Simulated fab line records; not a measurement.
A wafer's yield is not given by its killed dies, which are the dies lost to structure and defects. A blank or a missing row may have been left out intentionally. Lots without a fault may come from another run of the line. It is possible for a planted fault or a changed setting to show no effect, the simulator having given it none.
Which of the tools did it?	flow gf180mcu	14 lots, 42 wafers sampled, at 6 steps of a route of 602

## WHAT THE GAUGES READ, wafer by wafer
GF_TOP_METAL_RS_MEAS_05: a four-point-probe measurement. Usual: TOP_METAL_ALCU_RS gives 0.0327 ohm/sq (standard deviation 0.00033).
lot	measured	on	TOP_METAL_ALCU_RS (ohm/sq)	flag
L556	day 27 09:28	film_metro-02	0.0326 0.0332 0.0331	
L557	day 27 15:08	film_metro-02	0.0323 0.0324 0.0326	
L558	day 28 02:13	film_metro-04	0.0318 0.0325 0.0321	
L559	day 28 10:55	film_metro-04	0.0325 0.0330 0.0326	
L560	day 28 14:56	film_metro-02	9.5443 9.5960 9.6528	OFF
L561	day 29 04:29	film_metro-01	9.6162 9.6614 9.6101	OFF
L562	day 29 10:04	film_metro-02	0.0326 0.0332 0.0332	
L568	day 30 18:17	film_metro-01	0.0325 0.0328 0.0327	
L570	day 31 11:24	film_metro-01	0.0325 0.0332 0.0332	
L571	day 31 18:37	film_metro-04	0.0330 0.0329 0.0327	
L572	day 32 00:16	film_metro-04	0.0328 0.0324 0.0329	
L573	day 32 04:53	film_metro-02	0.0329 0.0327 0.0326	
L576	day 32 21:46	film_metro-02	0.0324 0.0324 0.0325	
L577	day 33 03:52	film_metro-04	0.0329 0.0330 0.0332	

GF_TOP_METAL_THK_MEAS_06: measures by xrf. Usual: TOP_METAL_ALCU_THK gives 882 nm (standard deviation 8.8).
lot	measured	on	TOP_METAL_ALCU_THK (nm)	flag
L556	day 27 09:34	film_metro-02	881 867 872	
L557	day 27 15:15	film_metro-02	890 881 884	
L558	day 28 02:19	film_metro-04	909 887 900	
L559	day 28 11:01	film_metro-04	887 873 891	
L560	day 28 15:03	film_metro-02	<0 <0 <0	OFF
L561	day 29 04:35	film_metro-01	<0 <0 <0	OFF
L562	day 29 10:10	film_metro-02	886 871 866	
L568	day 30 18:23	film_metro-01	892 883 890	
L570	day 31 11:31	film_metro-01	890 873 880	
L571	day 31 18:43	film_metro-04	879 882 885	
L572	day 32 00:23	film_metro-04	880 890 875	
L573	day 32 05:01	film_metro-02	881 889 888	
L576	day 32 21:53	film_metro-02	895 891 889	
L577	day 33 03:59	film_metro-04	877 876 869	

## WHAT TOOL EACH LOT RAN ON (gives the tool, then ch and the chambers of the sampled wafers, and finally the start)
lot	GF_M5_METAL_ETCH_10	GF_TOP_METAL_SPUTTER_02	GF_TOP_METAL_SPUTTER_03	GF_TOP_METAL_SPUTTER_04
L556	rie_metal-02 ch 0,1, day 26 10:11	pvd_sputter-02, day 27 09:20	pvd_sputter-02, day 27 09:23	pvd_sputter-02, day 27 09:24
L557	rie_metal-01 ch 0,1, day 26 15:41	pvd_sputter-01, day 27 15:02	pvd_sputter-01, day 27 15:05	pvd_sputter-01, day 27 15:06
L558	rie_metal-01 ch 0,1, day 27 03:09	pvd_sputter-02, day 28 02:06	pvd_sputter-02, day 28 02:08	pvd_sputter-02, day 28 02:10
L559	rie_metal-02 ch 0,1, day 27 12:38	pvd_sputter-02, day 28 10:48	pvd_sputter-02, day 28 10:50	pvd_sputter-02, day 28 10:52
L560	rie_metal-01 ch 0,1, day 27 16:09	pvd_sputter-02, day 28 14:50	pvd_sputter-02, day 28 14:53	pvd_sputter-02, day 28 14:54
L561	rie_metal-01 ch 0,1, day 28 06:09	pvd_sputter-02, day 29 04:22	pvd_sputter-02, day 29 04:24	pvd_sputter-02, day 29 04:25
L562	rie_metal-01 ch 0,1, day 28 11:56	pvd_sputter-02, day 29 09:56	pvd_sputter-02, day 29 09:58	pvd_sputter-02, day 29 09:59
L568	rie_metal-04 ch 0,1, day 29 20:56	pvd_sputter-04, day 30 18:09	pvd_sputter-04, day 30 18:11	pvd_sputter-04, day 30 18:13
L570	rie_metal-04 ch 0, day 30 14:28	pvd_sputter-02, day 31 11:19	pvd_sputter-02, day 31 11:22	pvd_sputter-02, day 31 11:22
L571	rie_metal-02 ch 0,1, day 30 22:11	pvd_sputter-04, day 31 18:29	pvd_sputter-04, day 31 18:32	pvd_sputter-04, day 31 18:33
L572	rie_metal-04 ch 0, day 31 03:42	pvd_sputter-02, day 32 00:11	pvd_sputter-02, day 32 00:13	pvd_sputter-02, day 32 00:14
L573	rie_metal-01 ch 1, day 31 09:13	pvd_sputter-01, day 32 04:48	pvd_sputter-01, day 32 04:50	pvd_sputter-01, day 32 04:52
L576	rie_metal-04 ch 0,1, day 32 02:36	pvd_sputter-02, day 32 21:40	pvd_sputter-02, day 32 21:43	pvd_sputter-02, day 32 21:43
L577	rie_metal-01 ch 0, day 32 08:37	pvd_sputter-02, day 33 03:47	pvd_sputter-02, day 33 03:49	pvd_sputter-02, day 33 03:50
- GF_M5_METAL_ETCH_10: etches the open film in Cl2/BCl3, stops on SiO2, target depth 627.5 nm, time 104.6 s.
- GF_TOP_METAL_SPUTTER_02: material AlCu, target thk 900 nm, time 47.82 s.
- GF_TOP_METAL_SPUTTER_03: material Ti, target thk 5 nm, time 3.3 s.
- GF_TOP_METAL_SPUTTER_04: material TiN, target thk 25 nm, time 20.8 s.

## WHAT THE TOOLS THEMSELVES READ (means of the sampled wafers that have a number; where no wafer has one, the mark that the record gives instead)
GF_M5_METAL_ETCH_10. Usual: drypump_motor_current_A 5.82 A, standard deviation 0.25; mfc_cl2_sccm 79.96 sccm, standard deviation 0.23; oes_product_au 0.973 a.u., standard deviation 0.0062; throttle_valve_pct 28.250 %, standard deviation 0.01.
lot	tool	drypump_motor_current_A (A)	mfc_cl2_sccm (sccm)	oes_product_au (a.u.)	throttle_valve_pct (%)	flag
L556	rie_metal-02	6.01	79.91	0.981	28.238	
L557	rie_metal-01	5.64	79.83	0.974	28.250	
L558	rie_metal-01	5.54	79.99	0.969	28.256	
L559	rie_metal-02	6.06	80.01	0.975	28.247	
L560	rie_metal-01	5.56	79.82	0.964	28.253	
L561	rie_metal-01	5.55	80.12	0.976	28.248	
L562	rie_metal-01	5.63	79.80	0.974	28.240	
L568	rie_metal-04	6.01	79.93	0.979	28.244	
L570	rie_metal-04	6.14	80.06	0.979	28.243	
L571	rie_metal-02	6.00	80.15	0.965	28.255	
L572	rie_metal-04	6.14	79.58	0.969	28.251	
L573	rie_metal-01	5.48	80.08	0.966	28.257	
L576	rie_metal-04	6.08	79.98	0.973	28.248	
L577	rie_metal-01	5.75	80.10	0.976	28.238	

GF_TOP_METAL_SPUTTER_02. Usual: cathode_dc_power_W 10600 W, standard deviation 2; chamber_pressure_pa 0.3001 Pa, standard deviation 0.00059; throttle_valve_pct 29.8 %, standard deviation 1.1.
lot	tool	cathode_dc_power_W (W)	chamber_pressure_pa (Pa)	throttle_valve_pct (%)	flag
L556	pvd_sputter-02	10600	0.3005	30.8	
L557	pvd_sputter-01	10600	0.3003	29.9	
L558	pvd_sputter-02	10600	0.2999	29.9	
L559	pvd_sputter-02	10600	0.3003	30.1	
L560	pvd_sputter-02	-	-	-	OFF
L561	pvd_sputter-02	-	-	-	OFF
L562	pvd_sputter-02	10599	0.2998	30.8	
L568	pvd_sputter-04	10598	0.3001	29.9	
L570	pvd_sputter-02	10601	0.3002	30.7	
L571	pvd_sputter-04	10600	0.2999	29.3	
L572	pvd_sputter-02	10599	0.2991	29.0	
L573	pvd_sputter-01	10600	0.2998	29.6	
L576	pvd_sputter-02	10601	0.3006	29.3	
L577	pvd_sputter-02	10600	0.2996	29.7	

GF_TOP_METAL_SPUTTER_03. Usual: cathode_dc_power_W 3000.0 W, standard deviation 0.59; chamber_pressure_pa 0.2999 Pa, standard deviation 0.0007; throttle_valve_pct 29.8 %, standard deviation 1.1.
lot	tool	cathode_dc_power_W (W)	chamber_pressure_pa (Pa)	throttle_valve_pct (%)	flag
L556	pvd_sputter-02	2999.5	0.2995	30.8	
L557	pvd_sputter-01	3000.0	0.2996	29.8	
L558	pvd_sputter-02	2999.7	0.3000	30.0	
L559	pvd_sputter-02	2999.8	0.3000	30.1	
L560	pvd_sputter-02	3000.1	0.2991	30.1	
L561	pvd_sputter-02	2999.8	0.3005	30.0	
L562	pvd_sputter-02	3000.4	0.2991	30.8	
L568	pvd_sputter-04	2999.7	0.2997	29.8	
L570	pvd_sputter-02	2999.7	0.3005	30.8	
L571	pvd_sputter-04	3000.0	0.2995	29.2	
L572	pvd_sputter-02	3000.2	0.2993	28.9	
L573	pvd_sputter-01	2999.9	0.3002	29.6	
L576	pvd_sputter-02	3000.3	0.3004	29.1	
L577	pvd_sputter-02	3000.1	0.3001	29.6	

GF_TOP_METAL_SPUTTER_04. Usual: cathode_dc_power_W 6500.1 W, standard deviation 1.2; chamber_pressure_pa 0.3999 Pa, standard deviation 0.00088; throttle_valve_pct 29.8 %, standard deviation 1.1.
lot	tool	cathode_dc_power_W (W)	chamber_pressure_pa (Pa)	throttle_valve_pct (%)	flag
L556	pvd_sputter-02	6500.2	0.3994	30.6	
L557	pvd_sputter-01	6499.3	0.3993	29.5	
L558	pvd_sputter-02	6501.0	0.3997	30.1	
L559	pvd_sputter-02	6500.4	0.4001	30.1	
L560	pvd_sputter-02	6500.7	0.3992	30.0	
L561	pvd_sputter-02	6498.5	0.3992	29.6	
L562	pvd_sputter-02	6500.3	0.3997	30.7	
L568	pvd_sputter-04	6499.6	0.3997	29.9	
L570	pvd_sputter-02	6499.2	0.3992	30.8	
L571	pvd_sputter-04	6499.8	0.3997	29.2	
L572	pvd_sputter-02	6499.8	0.4001	29.2	
L573	pvd_sputter-01	6500.3	0.4001	29.6	
L576	pvd_sputter-02	6500.3	0.3998	29.1	
L577	pvd_sputter-02	6500.4	0.4001	29.9	

## THE ANSWER, worked out from the rows above alone
Rule: take the mean of a lot's wafers that have a number; if it is more than 3 standard deviations from the usual mean, the lot is off. Also off: a lot with no number at a reading for which 4 or more lots have one. The other lots that the step has rows for count as sound. Order of review: gauges by route order, followed by the tools' own readings, for which a lot's mean as printed above is used. The first step at which some lot is off is used, and at that step the reading that is off furthest; a lot without a number counts as furthest.
Off: at GF_TOP_METAL_RS_MEAS_05 (TOP_METAL_ALCU_RS), L560, L561.
A tool fits if, at a process step before that reading, it ran every lot that is off, and no sound lot after the first of them. Not tried: the gauges at GF_TOP_METAL_RS_MEAS_05; whatever is off there is also off at GF_TOP_METAL_SPUTTER_02, on other tools, and gauge error can't account for it. Of those tried, none fits.

## WHAT THE SIMULATOR PUT IN
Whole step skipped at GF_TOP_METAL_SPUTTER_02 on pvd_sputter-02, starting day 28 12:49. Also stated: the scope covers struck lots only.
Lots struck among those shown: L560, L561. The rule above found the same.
